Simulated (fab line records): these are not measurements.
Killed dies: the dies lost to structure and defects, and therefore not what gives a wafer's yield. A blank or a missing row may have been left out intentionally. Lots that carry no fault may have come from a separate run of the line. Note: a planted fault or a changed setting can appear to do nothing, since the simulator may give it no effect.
The tool behind it: which one? -- flow gf180mcu -- 6 lots with 18 wafers sampled at 3 steps, on a route of 602 steps

== WHAT EACH GAUGE READ, for each wafer ==
GF_M3_OVL_MEAS_15.
lot,measured,on,M3_OVL (nm)
L225,day 21 18:32,overlay-01,-1 -3 -2
L229,day 23 06:29,overlay-02,4 2 -3
L231,day 23 20:11,overlay-02,4 2 -1
L237,day 26 00:23,overlay-01,-6 -2 -7
L239,day 26 12:50,overlay-02,2 4 2
L245,day 28 08:20,overlay-01,1 -5 -2

== WHICH TOOL RAN EACH LOT (tool, then ch and the chambers of the sampled wafers, then the start) ==
lot,GF_M2_SPUTTER_01,GF_M2_SPUTTER_03
L225,"pvdSputter-01, day 18 15:19","pvdSputter-01, day 18 15:23"
L229,"pvdSputter-01, day 20 05:10","pvdSputter-01, day 20 05:14"
L231,"pvdSputter-01, day 20 18:12","pvdSputter-01, day 20 18:16"
L237,"pvdSputter-04, day 23 02:36","pvdSputter-04, day 23 02:40"
L239,"pvdSputter-04, day 23 15:58","pvdSputter-04, day 23 16:02"
L245,"pvdSputter-04, day 25 17:03","pvdSputter-04, day 25 17:07"
- GF_M2_SPUTTER_01: material TiN, target thk 30 nm, time 25 s.
- GF_M2_SPUTTER_03: material Ti, target thk 10 nm, time 6.7 s.

== THE ANSWER, worked out from the rows above alone ==
Rule: what is usual is taken from the lots themselves. The widest of any qualifying gaps counts: lots, ordered by their means at a reading, are off when they make up no more than a third of the lots, leave a main group of 4 or more, and stand apart from it by 3 or more times the standard deviation of that group's means. A main group whose means are all the same, to the digits that the tables above print for the reading, isn't used. Also off: a lot with no number at a reading for which 4 or more lots have one. The other lots that the step has rows for count as sound.
Nothing can be told from this: no lot is off at any reading shown.

== WHAT THE SIMULATOR HAD INSERTED ==
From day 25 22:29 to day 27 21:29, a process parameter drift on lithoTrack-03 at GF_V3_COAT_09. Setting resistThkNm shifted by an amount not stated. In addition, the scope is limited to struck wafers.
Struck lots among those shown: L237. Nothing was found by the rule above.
